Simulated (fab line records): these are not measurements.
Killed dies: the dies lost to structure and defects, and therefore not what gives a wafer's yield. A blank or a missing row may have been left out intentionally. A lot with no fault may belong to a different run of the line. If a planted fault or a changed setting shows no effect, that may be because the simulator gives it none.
What tool caused it? ; flow sky130 ; Sampling: 24 lots, 72 wafers, 5 of 708 route steps

WHAT EACH GAUGE READ, for each wafer
SKY_SPACER_THK_MEAS_01. Usual: SPACER_CVD_00_THK gives 43.1 nm (standard deviation 0.46).
lot;measured;on;SPACER_CVD_00_THK (nm);flag
L074;day 23 01:23;film metro-01;43.0 43.1 42.8;
L075;day 23 19:13;film metro-04;43.0 43.2 43.6;
L076;day 24 04:57;film metro-01;42.2 42.8 42.8;
L077;day 24 06:13;film metro-02;42.7 42.7 42.6;
L078;day 24 14:08;film metro-01;43.6 43.3 43.9;
L079;day 25 01:06;film metro-01;43.6 43.1 43.2;
L080;day 25 08:24;film metro-02;42.8 43.1 43.0;
L081;day 25 12:08;film metro-02;43.1 42.7 42.9;
L082;day 25 19:26;film metro-01;42.9 43.1 42.6;
L083;day 26 00:58;film metro-01;42.9 43.0 42.9;
L084;day 26 10:11;film metro-02;43.4 43.2 43.4;
L085;day 26 19:43;film metro-04;43.3 43.2 43.3;
L086;day 27 00:22;film metro-02;43.7 43.2 43.4;
L087;day 27 12:53;film metro-02;43.0 43.3 43.2;
L088;day 27 20:25;film metro-01;43.1 42.9 43.0;
L089;day 28 00:41;film metro-04;43.9 43.9 43.6;
L090;day 28 19:25;film metro-02;43.8 43.5 43.8;
L091;day 29 00:50;film metro-01;43.8 43.6 43.6;
L092;day 29 05:20;film metro-02;43.6 43.4 43.8;
L093;day 29 13:47;film metro-04;43.0 43.0 43.0;
L094;day 29 21:32;film metro-01;43.1 42.3 42.4;
L095;day 30 06:45;film metro-01;42.1 42.2 41.9;
L096;day 30 10:23;film metro-01;43.1 43.2 42.7;
L097;day 30 20:20;film metro-04;42.6 42.1 42.3;

SKY_POLY_CUT_CD_MEAS_08: target cd 270 nm. Usual: 270.2 nm for cd nm, sd 1.3.
lot;measured;on;cd nm (nm);flag
L074;day 24 07:26;cd sem-02;269.4 270.4 269.7;
L075;day 25 01:23;cd sem-02;272.5 271.6 272.3;
L076;day 25 10:02;cd sem-01;270.0 269.3 268.9;
L077;day 25 11:35;cd sem-02;268.4 268.6 269.8;
L078;day 25 19:43;cd sem-02;270.4 269.5 270.0;
L079;day 26 06:38;cd sem-02;270.2 271.8 269.5;
L080;day 26 12:44;cd sem-01;268.7 270.3 269.5;
L081;day 26 16:47;cd sem-02;267.8 269.3 269.8;
L082;day 27 00:01;cd sem-02;272.3 270.8 272.4;
L083;day 27 05:52;cd sem-02;269.8 271.7 269.5;
L084;day 27 15:31;cd sem-02;268.4 269.7 268.3;
L085;day 28 00:20;cd sem-02;270.4 268.7 269.6;
L086;day 28 04:56;cd sem-01;270.3 271.7 270.9;
L087;day 28 17:46;cd sem-01;269.7 269.7 270.5;
L088;day 29 00:47;cd sem-01;272.9 273.3 272.0;
L089;day 29 04:49;cd sem-01;272.3 271.1 271.9;
L090;day 29 23:23;cd sem-01;269.3 268.1 267.8;
L091;day 30 04:04;cd sem-02;272.0 271.0 271.7;
L092;day 30 08:49;cd sem-02;269.3 270.8 269.9;
L093;day 30 17:25;cd sem-01;272.1 270.7 269.0;
L094;day 31 01:22;cd sem-02;268.9 268.6 269.1;
L095;day 31 09:53;cd sem-02;270.1 271.3 271.5;
L096;day 31 14:47;cd sem-02;270.7 271.3 270.7;
L097;day 31 23:56;cd sem-02;270.2 269.6 271.7;

SKY_VIA2_OVL_MEAS_13. Usual: VIA2_OVL gives -2 nm (standard deviation 5.5).
lot;measured;on;VIA2_OVL (nm);flag
L074;day 36 06:40;overlay-01;-2 -4 -9;
L075;day 37 00:22;overlay-02;4 3 -1;
L076;day 37 05:33;overlay-02;-8 0 -11;
L077;day 37 09:03;overlay-01;7 -4 1;
L078;day 37 14:06;overlay-01;-6 -9 -4;
L079;day 38 02:11;overlay-02;-3 7 1;
L080;day 38 07:57;overlay-01;-10 -7 -4;
L081;day 38 09:19;overlay-02;-8 -5 -9;
L082;day 38 15:00;overlay-02;5 1 -1;
L083;day 38 21:21;overlay-01;5 -6 5;
L084;day 39 07:19;overlay-02;0 11 8;
L085;day 39 15:36;overlay-02;6 2 8;
L086;day 39 18:22;overlay-01;-10 -12 -3;
L087;day 40 06:45;overlay-01;-13 1 -2;
L088;day 40 10:06;overlay-01;-10 -2 -8;
L089;day 40 14:00;overlay-01;7 -3 -5;
L090;day 41 07:04;overlay-01;-7 11 -6;
L091;day 41 10:46;overlay-02;6 2 1;
L092;day 41 14:50;overlay-02;4 -2 4;
L093;day 41 19:25;overlay-01;3 -1 1;
L094;day 42 06:09;overlay-01;0 2 -1;
L095;day 42 14:10;overlay-01;-9 7 -7;
L096;day 42 15:37;overlay-01;-1 -5 4;
L097;day 43 02:12;overlay-02;-16 -8 -5;

WHICH TOOL RAN EACH LOT (tool, then ch and the chambers of the sampled wafers, then the start)
lot;SKY_DNWELL_STRIP_08;SKY_LDD_P_STRIP_10
L074;plasma asher-01 ch 0,1, day 3 04:26;plasma asher-04 ch 1, day 19 01:59
L075;plasma asher-02 ch 0,1, day 3 08:37;plasma asher-01 ch 0,1, day 19 20:13
L076;plasma asher-01 ch 0,1, day 3 16:49;plasma asher-01 ch 0,1, day 20 07:20
L077;plasma asher-02 ch 0,1, day 3 22:46;plasma asher-03 ch 0,1, day 20 08:25
L078;plasma asher-04 ch 0,1, day 4 02:56;plasma asher-04 ch 0,1, day 20 16:21
L079;plasma asher-02 ch 0,1, day 4 07:53;plasma asher-04 ch 1, day 21 02:30
L080;plasma asher-02 ch 0,1, day 4 13:01;plasma asher-03 ch 0,1, day 21 12:28
L081;plasma asher-04 ch 0,1, day 4 18:20;plasma asher-03 ch 0,1, day 21 14:51
L082;plasma asher-01 ch 0,1, day 4 21:29;plasma asher-03 ch 0,1, day 21 22:48
L083;plasma asher-04 ch 0,1, day 5 02:50;plasma asher-03 ch 1, day 22 05:14
L084;plasma asher-02 ch 0,1, day 5 08:35;plasma asher-03 ch 0,1, day 22 13:03
L085;plasma asher-02 ch 0,1, day 5 15:04;plasma asher-04 ch 0,1, day 23 01:01
L086;plasma asher-02 ch 0,1, day 5 20:08;plasma asher-04 ch 0,1, day 23 05:56
L087;plasma asher-01 ch 0,1, day 6 03:10;plasma asher-04 ch 0,1, day 23 18:36
L088;plasma asher-04 ch 0,1, day 6 06:13;plasma asher-03 ch 0,1, day 24 03:23
L089;plasma asher-02 ch 0,1, day 6 15:08;plasma asher-03 ch 1, day 24 07:56
L090;plasma asher-01 ch 0,1, day 6 20:07;plasma asher-04 ch 0,1, day 25 01:16
L091;plasma asher-02 ch 0,1, day 7 01:52;plasma asher-04 ch 0,1, day 25 05:16
L092;plasma asher-04 ch 0,1, day 7 07:16;plasma asher-04 ch 0,1, day 25 12:01
L093;plasma asher-04 ch 0,1, day 7 12:17;plasma asher-01 ch 0,1, day 25 19:38
L094;plasma asher-01 ch 0,1, day 7 16:26;plasma asher-04 ch 0,1, day 26 05:58
L095;plasma asher-04 ch 0,1, day 7 23:35;plasma asher-01 ch 0,1, day 26 14:30
L096;plasma asher-01 ch 0,1, day 8 05:37;plasma asher-04 ch 0,1, day 26 20:23
L097;plasma asher-04 ch 0,1, day 8 10:05;plasma asher-01 ch 0,1, day 27 04:34
- SKY_DNWELL_STRIP_08: strips in O2/N2.
- SKY_LDD_P_STRIP_10: strips in O2/N2.

WHAT THE TOOLS THEMSELVES READ (means of the sampled wafers that have a number; where no wafer has one, the mark that the record gives instead)
SKY_DNWELL_STRIP_08. Usual: drypump motor current A 5.57 A, standard deviation 0.2; oes product au 0.723 a.u., standard deviation 0.0046; strip time to endpoint s 36.98 s, standard deviation 0.092.
lot;tool;drypump motor current A (A);oes product au (a.u.);strip time to endpoint s (s);flag
L074;plasma asher-01;5.63;0.721;36.92;
L075;plasma asher-02;5.44;0.721;37.02;
L076;plasma asher-01;5.61;0.727;37.03;
L077;plasma asher-02;5.43;0.721;37.02;
L078;plasma asher-04;5.52;0.727;36.95;
L079;plasma asher-02;5.52;0.719;37.01;
L080;plasma asher-02;5.43;0.723;36.97;
L081;plasma asher-04;5.59;0.725;37.06;
L082;plasma asher-01;5.63;0.723;37.06;
L083;plasma asher-04;5.59;0.723;36.98;
L084;plasma asher-02;5.44;0.723;36.97;
L085;plasma asher-02;5.42;0.725;37.03;
L086;plasma asher-02;5.43;0.721;37.04;
L087;plasma asher-01;5.63;0.722;36.85;
L088;plasma asher-04;5.50;0.722;37.00;
L089;plasma asher-02;5.50;0.724;36.91;
L090;plasma asher-01;5.79;0.721;36.99;
L091;plasma asher-02;5.43;0.722;36.90;
L092;plasma asher-04;5.51;0.723;37.05;
L093;plasma asher-04;5.60;0.724;37.01;
L094;plasma asher-01;5.78;0.720;37.03;
L095;plasma asher-04;5.52;0.727;36.95;
L096;plasma asher-01;5.78;0.722;36.79;
L097;plasma asher-04;5.60;0.726;36.95;

SKY_LDD_P_STRIP_10. Usual: drypump motor current A 5.62 A, standard deviation 0.16; oes product au 0.716 a.u., standard deviation 0.0044; strip time to endpoint s 14.19 s, standard deviation 0.041.
lot;tool;drypump motor current A (A);oes product au (a.u.);strip time to endpoint s (s);flag
L074;plasma asher-04;5.42;0.714;14.23;
L075;plasma asher-01;5.61;0.711;14.19;
L076;plasma asher-01;5.79;0.715;14.21;
L077;plasma asher-03;5.67;0.712;14.26;
L078;plasma asher-04;5.59;0.715;14.16;
L079;plasma asher-04;5.41;0.713;14.14;
L080;plasma asher-03;5.66;0.713;14.24;
L081;plasma asher-03;5.65;0.716;14.13;
L082;plasma asher-03;5.65;0.718;14.26;
L083;plasma asher-03;5.70;0.715;14.18;
L084;plasma asher-03;5.66;0.714;14.15;
L085;plasma asher-04;5.50;0.720;14.19;
L086;plasma asher-04;5.50;0.719;14.14;
L087;plasma asher-04;5.61;0.717;14.18;
L088;plasma asher-03;5.68;0.714;14.17;
L089;plasma asher-03;5.68;0.719;14.20;
L090;plasma asher-04;5.61;0.717;14.26;
L091;plasma asher-04;5.49;0.713;14.19;
L092;plasma asher-04;5.58;0.715;14.22;
L093;plasma asher-01;5.62;0.714;14.19;
L094;plasma asher-04;5.51;0.718;14.22;
L095;plasma asher-01;5.61;0.719;14.21;
L096;plasma asher-04;5.51;0.717;14.21;
L097;plasma asher-01;5.63;0.722;14.20;

THE ANSWER, worked out from the rows above alone
Rule: lot off if the mean of its wafers having a number is beyond 3 standard deviations from the usual mean. A lot without any number at a reading at which 4 lots or more have one is off too. The other lots that the step has rows for count as sound. First the gauges in route order, then the tools' own readings, where a lot's mean is used as printed above. The first step at which some lot is off is used, and at that step the reading that is off furthest; a lot without a number counts as furthest.
Across all readings shown, no lot is off: no conclusion can be drawn from this.

WHAT THE SIMULATOR PUT IN
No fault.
